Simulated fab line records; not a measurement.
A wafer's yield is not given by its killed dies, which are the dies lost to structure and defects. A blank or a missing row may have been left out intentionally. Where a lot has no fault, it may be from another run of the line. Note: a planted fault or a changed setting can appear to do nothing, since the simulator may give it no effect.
fab line records | flow sky130
record: lots: 7 | wafers: 21 | last-day: 50
route steps=708 shown DNWELL@42 PWDE@45 NWELL@56 PAD_OPEN@708
lots that met no fault: from a run of the same line without faults
start-h: start of the lot's first displayed wafer, in hours after the record's first day | wait-h: time in hours since the lot's previous step | " as in the row above | L1.1+2: a row that stands for several wafers | - no value present, or no start provided | * or withheld: withheld | < > ~ a bound
route shown NAME@n: names a module that has steps shown in the file, with the first one's number in the route | usual: mean/standard deviation of fault-free wafers | same: alike in all rows | chamber/n: place in a boat | sites: readings site by site | _std_site: standard deviation of those values | _edge_site: mean of outer sites minus mean of inner sites | radius-mm: for every site, how far away it sits from the centre of the wafer | mask NAME#n: copy n | behind: the tool/chamber that last shaped the wafer | hold: cause of the lot's hold/its duration in hours/its outcome | device: the transistor (n, p or np) that didn't switch | end of line: tests of these same wafers at the route's end | a step with no rows: only its recipe | killed: count of dies lost to structure and defects at first sort (not the wafer's yield) | map: a wafer's dies, x killed, . not, _ none there
set.NAME: the run value of the setting; set.NAME@STEP: its run value at that earlier step | model.NAME: the simulator's own value behind a step, which no gauge read
lots seen at some steps along the route; tables by step, rows by wafer
services: the hour from which a tool's chamber was out of use, counted from the record's first day as start-h (under 0 if before that day), plus the number of hours and why
== steps ==
step: SKY_DNWELL_IMPLANT_07
recipe: species: P | energy-kev: withheld | dose-cm2: withheld | tilt-deg: withheld
step: SKY_DNWELL_STRIP_08
recipe: chemistry: O2/N2 | power-w: 1400 | pressure-mtorr: 1500 | platen-temp-c: withheld | o2-flow-sccm: 3000 | n2-flow-sccm: 300 | overash-fraction: 0.5
usual: chamber-pressure-mTorr: 1500.3/1.4 | drypump-motor-current-A: 5.8/0.59 | n2-flow-sccm: 300.1/0.9 | oes-product-au: 0.723/0.0045 | strip-time-to-endpoint-s: 36.88/0.11
lot.wafer | tool            | chamber | start-h | wait-h | chamber-pressure-mTorr | drypump-motor-current-A | n2-flow-sccm | oes-product-au | rf-hours-counter-h | strip-time-to-endpoint-s
L782.4    | plasma-asher-02 | 1       | 50.00   | 0.1    | 1499.9                 | 4.9                     | 300.8        | 0.724          | -                  | 36.85
L782.5    | "               | 0       | "       | "      | 1498.8                 | 5.8                     | 300.9        | 0.718          | -                  | 36.88
L782.6    | "               | 1       | "       | "      | 1499.2                 | 4.9                     | 300.1        | 0.714          | -                  | 36.84
L784.2    | plasma-asher-03 | 0       | 74.09   | 0.1    | 1498.7                 | 6.5                     | 299.0        | 0.724          | 27                 | 36.77
L784.3    | "               | 1       | "       | "      | 1501.3                 | 5.5                     | 299.9        | 0.719          | -                  | 36.76
L784.4    | "               | 0       | "       | "      | 1498.7                 | 6.5                     | 299.0        | 0.724          | -                  | 36.80
L788.1    | plasma-asher-02 | 1       | 84.71   | 0.1    | 1501.5                 | 4.9                     | 301.5        | 0.724          | 41                 | 36.83
L788.2    | "               | 0       | "       | "      | 1498.4                 | 5.7                     | 301.5        | 0.726          | 41                 | 36.83
L788.4    | "               | 1       | "       | "      | 1499.3                 | 4.9                     | 301.1        | 0.725          | -                  | 36.91
L789.2    | plasma-asher-03 | 1       | 94.17   | 0.1    | 1501.8                 | 5.4                     | 298.9        | 0.723          | 29                 | 37.03
L789.4    | "               | 0       | "       | "      | 1499.7                 | 6.5                     | 299.4        | 0.723          | -                  | 37.10
L789.5    | "               | 1       | "       | "      | 1499.4                 | 5.5                     | 299.3        | 0.726          | -                  | 36.99
L790.1    | plasma-asher-04 | 1       | 98.07   | 0.1    | 1500.5                 | 6.0                     | 299.0        | 0.717          | 41                 | 36.83
L790.3    | "               | 1       | "       | "      | 1499.6                 | 6.0                     | 299.2        | 0.729          | -                  | 36.85
L790.6    | "               | 1       | "       | "      | 1501.4                 | 6.0                     | 300.2        | 0.719          | -                  | 36.80
L797.1    | plasma-asher-02 | 1       | 132.16  | 0.1    | 1502.5                 | 4.9                     | 300.1        | 0.725          | 1                  | 36.92
L797.4    | "               | 0       | "       | "      | 1500.8                 | 5.7                     | 298.8        | 0.730          | -                  | 36.82
L797.6    | "               | 0       | "       | "      | 1501.9                 | 5.7                     | 299.6        | 0.725          | -                  | 36.92
L801.4    | plasma-asher-03 | 0       | 157.94  | 0.1    | 1499.5                 | 6.5                     | 300.4        | 0.723          | -                  | 36.89
L801.5    | "               | 1       | "       | "      | 1499.2                 | 5.5                     | 300.0        | 0.715          | -                  | 36.99
L801.6    | "               | 0       | "       | "      | 1500.0                 | 6.5                     | 299.3        | 0.725          | -                  | 36.86
step: SKY_DNWELL_TW_MEAS_09
usual: DNWELL_TW: 1113/7.8
lot.wafer | tool          | chamber | start-h | wait-h | DNWELL_TW
L782.4    | film-metro-01 | -       | 50.10   | 0.1    | 1126
L782.5    | "             | -       | "       | "      | 1127
L782.6    | "             | -       | "       | "      | 1127
L784.2    | film-metro-03 | -       | 74.20   | 0.1    | 1099
L784.3    | "             | -       | "       | "      | 1107
L784.4    | "             | -       | "       | "      | 1109
L788.1    | film-metro-04 | -       | 84.81   | 0.1    | 1118
L788.2    | "             | -       | "       | "      | 1110
L788.4    | "             | -       | "       | "      | 1116
L789.2    | film-metro-03 | -       | 94.28   | 0.1    | 1101
L789.4    | "             | -       | "       | "      | 1100
L789.5    | "             | -       | "       | "      | 1104
L790.1    | film-metro-01 | -       | 98.17   | 0.1    | 1119
L790.3    | "             | -       | "       | "      | 1120
L790.6    | "             | -       | "       | "      | 1126
L797.1    | film-metro-04 | -       | 132.26  | 0.1    | 1103
L797.4    | "             | -       | "       | "      | 1105
L797.6    | "             | -       | "       | "      | 1107
L801.4    | film-metro-01 | -       | 158.04  | 0.1    | 1127
L801.5    | "             | -       | "       | "      | 1123
L801.6    | "             | -       | "       | "      | 1124
step: SKY_PWDE_DEHYDRATE_00
recipe: temp-c: 200 | time-s: 60
step: SKY_PWDE_HMDS_01
recipe: prime-time-s: 60 | prime-temp-c: 120
step: SKY_PWDE_COAT_02
recipe: spin-rpm: 2000 | resist-thk-nm: 3000
step: SKY_PWDE_SOFTBAKE_03
recipe: temp-c: 110 | time-s: withheld
step: SKY_PWDE_EXPOSE_04
recipe: mask-id: PWDEM | na: 0.6 | source-shape: conventional | sigma-outer: 0.6 | polarization: unpolarized | target-cd-nm: 840 | dose-mj: 214
step: SKY_PWDE_PEB_05
recipe: temp-c: 115 | time-s: withheld
step: SKY_PWDE_DEVELOP_06
recipe: wall-angle-deg: 90 | developer: TMAH | develop-time-s: 60 | dev-temp-c: 23
step: SKY_PWDE_OVL_MEAS_07
usual: PWDE_OVL: -0.5/1.4
lot.wafer | tool       | chamber | start-h | wait-h | PWDE_OVL[nm]
L782.4    | overlay-01 | -       | 69.99   | -      | 0.7
L782.5    | "          | -       | "       | "      | 0.6
L782.6    | "          | -       | "       | "      | -0.8
L784.2    | overlay-02 | -       | 90.02   | -      | 1.1
L784.3    | "          | -       | "       | "      | -0.2
L784.4    | "          | -       | "       | "      | 1.0
L788.1    | overlay-01 | -       | 101.27  | -      | -1.9
L788.2    | "          | -       | "       | "      | -0.4
L788.4    | "          | -       | "       | "      | -1.7
L789.2    | overlay-01 | -       | 111.78  | -      | 1.3
L789.4    | "          | -       | "       | "      | -3.0
L789.5    | "          | -       | "       | "      | -1.4
L790.1    | overlay-01 | -       | 115.27  | -      | -2.9
L790.3    | "          | -       | "       | "      | -2.8
L790.6    | "          | -       | "       | "      | -2.2
L797.1    | overlay-01 | -       | 151.26  | -      | 0.1
L797.4    | "          | -       | "       | "      | 0.5
L797.6    | "          | -       | "       | "      | -0.4
L801.4    | overlay-01 | -       | 176.49  | -      | 2.1
L801.5    | "          | -       | "       | "      | 0.6
L801.6    | "          | -       | "       | "      | 1.3
step: SKY_PWDE_IMPLANT_08
recipe: species: B | energy-kev: 148.3 | dose-cm2: 3.6e+12 | tilt-deg: withheld
step: SKY_PWDE_STRIP_09
recipe: chemistry: O2/N2 | power-w: 1400 | pressure-mtorr: 1500 | platen-temp-c: withheld | o2-flow-sccm: 3000 | n2-flow-sccm: 300 | overash-fraction: 0.5
usual: chamber-pressure-mTorr: 1500.1/1.4 | drypump-motor-current-A: 5.9/0.46 | n2-flow-sccm: 299.8/0.91 | oes-product-au: 0.723/0.0045 | strip-time-to-endpoint-s: 36.85/0.099
lot.wafer | tool            | chamber | start-h | wait-h | chamber-pressure-mTorr | drypump-motor-current-A | n2-flow-sccm | oes-product-au | rf-hours-counter-h | strip-time-to-endpoint-s | model.coat_of_PWDE_COAT_02.thk-nm
L782.4    | plasma-asher-01 | 1       | 70.19   | 0.1    | 1501.4                 | 5.9                     | 301.4        | 0.718          | -                  | 36.81                    | 0
L782.5    | "               | 0       | "       | "      | 1502.3                 | 5.5                     | 299.6        | 0.731          | -                  | 36.82                    | 0
L782.6    | "               | 1       | "       | "      | 1500.4                 | 5.9                     | 301.1        | 0.728          | -                  | 36.69                    | 0
L784.2    | plasma-asher-02 | 0       | 90.20   | 0.1    | 1499.3                 | 5.7                     | 300.8        | 0.730          | 41                 | 36.88                    | 0
L784.3    | "               | 0       | "       | "      | 1500.1                 | 5.7                     | 299.8        | 0.721          | -                  | 36.87                    | 0
L784.4    | "               | 1       | "       | "      | 1502.4                 | 4.9                     | 301.0        | 0.716          | -                  | 36.98                    | 0
L788.1    | plasma-asher-01 | 1       | 101.46  | 0.1    | -                      | -                       | -            | -              | -                  | -                        | 2975
L788.2    | "               | 0       | "       | "      | -                      | -                       | -            | -              | -                  | -                        | 2969
L788.4    | "               | 0       | "       | "      | -                      | -                       | -            | -              | -                  | -                        | 2980
L789.2    | plasma-asher-01 | 1       | 111.96  | 0.1    | -                      | -                       | -            | -              | -                  | -                        | 2990
L789.4    | "               | 1       | "       | "      | -                      | -                       | -            | -              | -                  | -                        | 2989
L789.5    | "               | 0       | "       | "      | -                      | -                       | -            | -              | -                  | -                        | 2985
L790.1    | plasma-asher-04 | 1       | 115.45  | 0.1    | -                      | -                       | -            | -              | -                  | -                        | 2982
L790.3    | "               | 0       | "       | "      | -                      | -                       | -            | -              | -                  | -                        | 3000
L790.6    | "               | 0       | "       | "      | -                      | -                       | -            | -              | -                  | -                        | 2987
L797.1    | plasma-asher-04 | 0       | 151.45  | 0.1    | 1499.2                 | 6.4                     | 299.8        | 0.719          | 47                 | 36.77                    | 0
L797.4    | "               | 1       | "       | "      | 1501.5                 | 5.9                     | 299.0        | 0.729          | -                  | 36.70                    | 0
L797.6    | "               | 0       | "       | "      | 1498.2                 | 6.5                     | 300.8        | 0.727          | -                  | 36.77                    | 0
L801.4    | plasma-asher-02 | 1       | 176.69  | 0.1    | 1501.5                 | 4.9                     | 299.3        | 0.723          | -                  | 36.80                    | 0
L801.5    | "               | 0       | "       | "      | 1500.8                 | 5.7                     | 297.2        | 0.715          | -                  | 36.89                    | 0
L801.6    | "               | 1       | "       | "      | 1500.5                 | 4.9                     | 299.4        | 0.729          | -                  | 36.84                    | 0
step: SKY_PWDE_TW_MEAS_10
usual: PWDE_TW: 373.7/2.4
lot.wafer | tool          | chamber | start-h | wait-h | PWDE_TW
L782.4    | film-metro-04 | -       | 70.28   | 0.1    | 372.9
L782.5    | "             | -       | "       | "      | 372.5
L782.6    | "             | -       | "       | "      | 371.1
L784.2    | film-metro-03 | -       | 90.31   | 0.1    | 370.3
L784.3    | "             | -       | "       | "      | 370.3
L784.4    | "             | -       | "       | "      | 372.3
L788.1    | film-metro-04 | -       | 101.56  | 0.1    | 369.3
L788.2    | "             | -       | "       | "      | 370.0
L788.4    | "             | -       | "       | "      | 371.7
L789.2    | film-metro-01 | -       | 112.07  | 0.1    | 377.6
L789.4    | "             | -       | "       | "      | 375.5
L789.5    | "             | -       | "       | "      | 376.1
L790.1    | film-metro-03 | -       | 115.55  | 0.1    | 373.3
L790.3    | "             | -       | "       | "      | 374.3
L790.6    | "             | -       | "       | "      | 374.1
L797.1    | film-metro-01 | -       | 151.55  | 0.1    | 374.5
L797.4    | "             | -       | "       | "      | 375.1
L797.6    | "             | -       | "       | "      | 376.9
L801.4    | film-metro-01 | -       | 176.79  | 0.1    | 372.9
L801.5    | "             | -       | "       | "      | 375.5
L801.6    | "             | -       | "       | "      | 375.1
step: SKY_NWELL_DEHYDRATE_03
recipe: temp-c: 200 | time-s: 60
step: SKY_NWELL_HMDS_04
recipe: prime-time-s: 60 | prime-temp-c: 120
step: SKY_NWELL_COAT_05
recipe: spin-rpm: 2000 | resist-thk-nm: 3000
step: SKY_NWELL_SOFTBAKE_06
recipe: temp-c: 110 | time-s: withheld
step: SKY_NWELL_EXPOSE_07
recipe: mask-id: NWM | na: 0.6 | source-shape: conventional | sigma-outer: 0.6 | polarization: unpolarized | target-cd-nm: 840 | dose-mj: 255
step: SKY_NWELL_PEB_08
recipe: temp-c: 115 | time-s: withheld
step: SKY_NWELL_DEVELOP_09
recipe: wall-angle-deg: 90 | developer: TMAH | develop-time-s: 60 | dev-temp-c: 23
step: SKY_NWELL_OVL_MEAS_10
usual: NWELL_00_OVL: 0.8/1.4
lot.wafer | tool       | chamber | start-h | wait-h | NWELL_00_OVL[nm]
L782.4    | overlay-01 | -       | 86.18   | -      | 1.5
L782.5    | "          | -       | "       | "      | -0.3
L782.6    | "          | -       | "       | "      | -0.4
L784.2    | overlay-01 | -       | 107.41  | -      | 0.8
L784.3    | "          | -       | "       | "      | -0.9
L784.4    | "          | -       | "       | "      | -1.0
L788.1    | overlay-01 | -       | 119.92  | -      | 1.8
L788.2    | "          | -       | "       | "      | -0.4
L788.4    | "          | -       | "       | "      | 1.7
L789.2    | overlay-01 | -       | 130.71  | -      | 0.1
L789.4    | "          | -       | "       | "      | 0.7
L789.5    | "          | -       | "       | "      | -0.6
L790.1    | overlay-01 | -       | 134.27  | -      | 1.0
L790.3    | "          | -       | "       | "      | 0.5
L790.6    | "          | -       | "       | "      | 0.2
L797.1    | overlay-01 | -       | 170.97  | -      | -1.6
L797.4    | "          | -       | "       | "      | -2.2
L797.6    | "          | -       | "       | "      | -2.0
L801.4    | overlay-02 | -       | 196.93  | -      | 1.0
L801.5    | "          | -       | "       | "      | 1.4
L801.6    | "          | -       | "       | "      | -0.1
step: SKY_NWELL_IMPLANT_11
recipe: species: P | energy-kev: 400 | dose-cm2: 1.9e+13 | tilt-deg: withheld
step: SKY_NWELL_IMPLANT_12
recipe: species: P | energy-kev: 120 | dose-cm2: 1.3e+12 | tilt-deg: withheld
step: SKY_NWELL_IMPLANT_13
recipe: species: P | energy-kev: 50 | dose-cm2: 7e+11 | tilt-deg: withheld
step: SKY_NWELL_STRIP_14
recipe: chemistry: O2/N2 | power-w: 1400 | pressure-mtorr: 1500 | platen-temp-c: withheld | o2-flow-sccm: 3000 | n2-flow-sccm: 300 | overash-fraction: 0.5
usual: chamber-pressure-mTorr: 1500.2/1.3 | drypump-motor-current-A: 5.9/0.39 | n2-flow-sccm: 300.0/0.81 | oes-product-au: 0.722/0.0041 | strip-time-to-endpoint-s: 36.87/0.11
lot.wafer | tool            | chamber | start-h | wait-h | chamber-pressure-mTorr | drypump-motor-current-A | n2-flow-sccm | oes-product-au | rf-hours-counter-h | strip-time-to-endpoint-s
L782.4    | plasma-asher-01 | 1       | 86.68   | 0.1    | 1500.3                 | 6.0                     | 300.5        | 0.720          | -                  | 36.87
L782.5    | "               | 1       | "       | "      | 1499.4                 | 5.9                     | 300.4        | 0.720          | -                  | 36.83
L782.6    | "               | 0       | "       | "      | 1500.3                 | 5.5                     | 299.3        | 0.719          | -                  | 36.90
L784.2    | plasma-asher-04 | 1       | 107.89  | 0.1    | 1500.5                 | 6.0                     | 299.8        | 0.726          | 42                 | 36.62
L784.3    | "               | 0       | "       | "      | 1501.2                 | 6.5                     | 299.4        | 0.728          | -                  | 36.76
L784.4    | "               | 1       | "       | "      | 1502.0                 | 6.0                     | 300.6        | 0.727          | -                  | 36.63
L788.1    | plasma-asher-04 | 1       | 120.40  | 0.1    | 1499.4                 | 6.0                     | 300.7        | 0.739          | 44                 | 80.89
L788.2    | "               | 0       | "       | "      | 1502.0                 | 6.5                     | 301.2        | 0.744          | 44                 | 80.66
L788.4    | "               | 0       | "       | "      | 1498.7                 | 6.4                     | 300.8        | 0.736          | -                  | 80.79
L789.2    | plasma-asher-01 | 1       | 131.19  | 0.1    | 1498.9                 | 5.9                     | 301.3        | 0.741          | 43                 | 81.02
L789.4    | "               | 1       | "       | "      | 1500.8                 | 6.0                     | 300.0        | 0.731          | -                  | 80.92
L789.5    | "               | 0       | "       | "      | 1500.3                 | 5.5                     | 298.2        | 0.735          | -                  | 80.89
L790.1    | plasma-asher-01 | 1       | 134.75  | 0.1    | 1501.8                 | 5.9                     | 299.1        | 0.730          | 44                 | 80.91
L790.3    | "               | 1       | "       | "      | 1498.5                 | 5.9                     | 300.2        | 0.731          | -                  | 80.99
L790.6    | "               | 1       | "       | "      | 1501.8                 | 5.9                     | 299.7        | 0.741          | -                  | 80.98
L797.1    | plasma-asher-03 | 1       | 171.45  | 0.1    | 1501.2                 | 5.5                     | 300.0        | 0.719          | 37                 | 36.91
L797.4    | "               | 0       | "       | "      | 1501.3                 | 6.5                     | 299.6        | 0.725          | -                  | 36.97
L797.6    | "               | 0       | "       | "      | 1501.4                 | 6.5                     | 299.5        | 0.721          | -                  | 37.06
L801.4    | plasma-asher-03 | 0       | 197.44  | 0.1    | 1502.9                 | 6.5                     | 300.2        | 0.727          | -                  | 36.80
L801.5    | "               | 0       | "       | "      | 1497.9                 | 6.5                     | 300.0        | 0.725          | -                  | 36.92
L801.6    | "               | 1       | "       | "      | 1498.7                 | 5.5                     | 299.8        | 0.729          | -                  | 36.78
step: SKY_NWELL_TW_MEAS_15
usual: NWELL_TW: 1818/10
lot.wafer | tool          | chamber | start-h | wait-h | hold                     | NWELL_TW
L782.4    | film-metro-01 | -       | 86.77   | 0.1    | -                        | 1834
L782.5    | "             | -       | "       | "      | -                        | 1827
L782.6    | "             | -       | "       | "      | -                        | 1833
L784.2    | film-metro-01 | -       | 108.00  | 0.1    | -                        | 1831
L784.3    | "             | -       | "       | "      | -                        | 1839
L784.4    | "             | -       | "       | "      | -                        | 1839
L788.1    | film-metro-03 | -       | 120.50  | 0.1    | await-dispo/0.2h/release | 30
L788.2    | "             | -       | "       | "      | await-dispo/0.2h/release | 30
L788.4    | "             | -       | "       | "      | await-dispo/0.2h/release | 30
L788.1    | film-metro-03 | -       | 120.73  | 0.2    | -                        | 30
L788.2    | "             | -       | "       | "      | -                        | 30
L788.4    | "             | -       | "       | "      | -                        | 30
L789.2    | film-metro-01 | -       | 131.30  | 0.1    | await-dispo/0.2h/release | 30
L789.4    | "             | -       | "       | "      | await-dispo/0.2h/release | 30
L789.5    | "             | -       | "       | "      | await-dispo/0.2h/release | 30
L789.2    | film-metro-01 | -       | 131.53  | 0.2    | -                        | 30
L789.4    | "             | -       | "       | "      | -                        | 30
L789.5    | "             | -       | "       | "      | -                        | 30
L790.1    | film-metro-04 | -       | 134.85  | 0.1    | await-dispo/0.2h/release | 30
L790.3    | "             | -       | "       | "      | await-dispo/0.2h/release | 30
L790.6    | "             | -       | "       | "      | await-dispo/0.2h/release | 30
L790.1    | film-metro-04 | -       | 135.08  | 0.2    | -                        | 30
L790.3    | "             | -       | "       | "      | -                        | 30
L790.6    | "             | -       | "       | "      | -                        | 30
L797.1    | film-metro-03 | -       | 171.55  | 0.1    | -                        | 1813
L797.4    | "             | -       | "       | "      | -                        | 1814
L797.6    | "             | -       | "       | "      | -                        | 1819
L801.4    | film-metro-04 | -       | 197.53  | 0.1    | -                        | 1812
L801.5    | "             | -       | "       | "      | -                        | 1811
L801.6    | "             | -       | "       | "      | -                        | 1818
step: SKY_PAD_OPEN_PROBE_99
usual: defect-limited-yield: 82.2/1.8 | killed_at_M0_to_M3: 44/6.8 | killed_at_M4_up: 2.9/1.9 | killed-at-contacts: 24/5.2 | killed-at-front-end: 16/4.1 | killed-at-other: 0.4/0.74 | killed-dies: 88/9.1 | killed-open: 48/7.2 | killed-short: 39/5.6 | sort_bin_3_pad_short: 0.9/0.43 | sort_bin_5_function: 10.6/1.4 | sort_bin_6_memory: 6.3/1 | sort-n-pass: 404/9.1 | sort-yield-pct: 82.2/1.8
same: gross-dies: 492 | killed-at-back-side: 0 | sort_bin_4_leakage[%]: 0 | sort_bin_8_speed[%]: 0
lot.wafer | tool      | chamber | start-h | wait-h | defect-limited-yield[%] | killed_at_M0_to_M3 | killed_at_M4_up | killed-at-contacts | killed-at-front-end | killed-at-other | killed-dies | killed-open | killed-short | sort_bin_3_pad_short[%] | sort_bin_5_function[%] | sort_bin_6_memory[%] | sort-n-pass | sort-yield-pct[%]
L801.4    | prober-01 | -       | 1189.03 | 0.2    | 84.1                    | 35                 | 1               | 24                 | 18                  | 0               | 78          | 46          | 32           | 0.2                     | 11.0                   | 4.7                  | 414         | 84.1
L801.5    | prober-01 | -       | 1189.08 | 0.2    | 82.3                    | 49                 | 1               | 22                 | 15                  | 0               | 87          | 42          | 45           | 1.0                     | 11.2                   | 5.5                  | 405         | 82.3
L801.6    | prober-01 | -       | 1189.13 | 0.2    | 84.1                    | 37                 | 4               | 29                 | 8                   | 0               | 78          | 38          | 39           | 0.6                     | 8.7                    | 6.5                  | 414         | 84.1
killed by level:class
L801.4 VIA1:geometric-particle:open=11 POLY_GATE:geometric-particle:open=8 LI_CONTACT:geometric-particle:open=6 CONTACT:geometric-particle:short=6 CONTACT:geometric-particle:open=6 VIA3:geometric-particle:open=6 METAL1:geometric-particle:short=4 VIA3:geometric-particle:short=4
L801.5 VIA1:geometric-particle:open=10 CONTACT:geometric-particle:open=9 VIA1:geometric-particle:short=8 METAL1:geometric-particle:short=7 VIA2:geometric-particle:open=6 VIA3:geometric-particle:open=6 CONTACT:geometric-particle:short=5 VIA3:geometric-particle:short=5
L801.6 CONTACT:geometric-particle:open=9 LI_CONTACT:geometric-particle:open=8 METAL1:geometric-particle:short=6 VIA1:geometric-particle:open=6 CONTACT:geometric-particle:short=5 VIA2:geometric-particle:open=5 LI_CONTACT:geometric-particle:short=4 METAL2:geometric-particle:short=4
== services ==
tool            | chamber | start-h | hours | kind
plasma-asher-02 | -       | 108.75  | 9.0   | pm
plasma-asher-02 | 0       | 108.75  | 9.0   | vent-cycle
plasma-asher-02 | 1       | 108.75  | 9.0   | vent-cycle
plasma-asher-03 | -       | 114.12  | 0.9   | repair
plasma-asher-02 | 0       | 117.75  | -     | clean
plasma-asher-02 | 1       | 117.75  | -     | clean
plasma-asher-02 | -       | 143.48  | 1.0   | repair
plasma-asher-04 | -       | 153.00  | 2.8   | pm
plasma-asher-04 | -       | 184.13  | 0.9   | repair
plasma-asher-01 | -       | 193.14  | 4.3   | pm
plasma-asher-04 | -       | 196.42  | 8.0   | repair
== key ==
first-sign: step: SKY_PWDE_STRIP_09 | reading: tool-record | direction: missing
effect: step: SKY_NWELL_STRIP_14 | reading: strip-time-to-endpoint-s | direction: up | sigmas: 99+ | usual: * | struck: *
effect: step: SKY_NWELL_TW_MEAS_15 | reading: visit | direction: added
effect: step: SKY_NWELL_TW_MEAS_15 | reading: NWELL_TW | direction: down | sigmas: 99+ | usual: 1818 | struck: 30
model-effect: step: SKY_PWDE_STRIP_09 | value: coat_of_PWDE_COAT_02.thk-nm | without: 0 | struck: 2984
met-at SKY_PWDE_STRIP_09
struck-wafers L788.1,L788.2,L788.4,L789.2,L789.4,L789.5,L790.1,L790.3,L790.6
scrapped-behind SKY_NWELL_TW_MEAS_15 L788.1,L788.2,L788.4,L789.2,L789.4,L789.5,L790.1,L790.3,L790.6
onset-between 70.19 101.46
fault: kind: skipped-step-whole | tool: plasma-asher-01,plasma-asher-04 | chamber: - | onset-h: 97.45 | steps: SKY_PWDE_STRIP_09 | scope: struck-lots-only
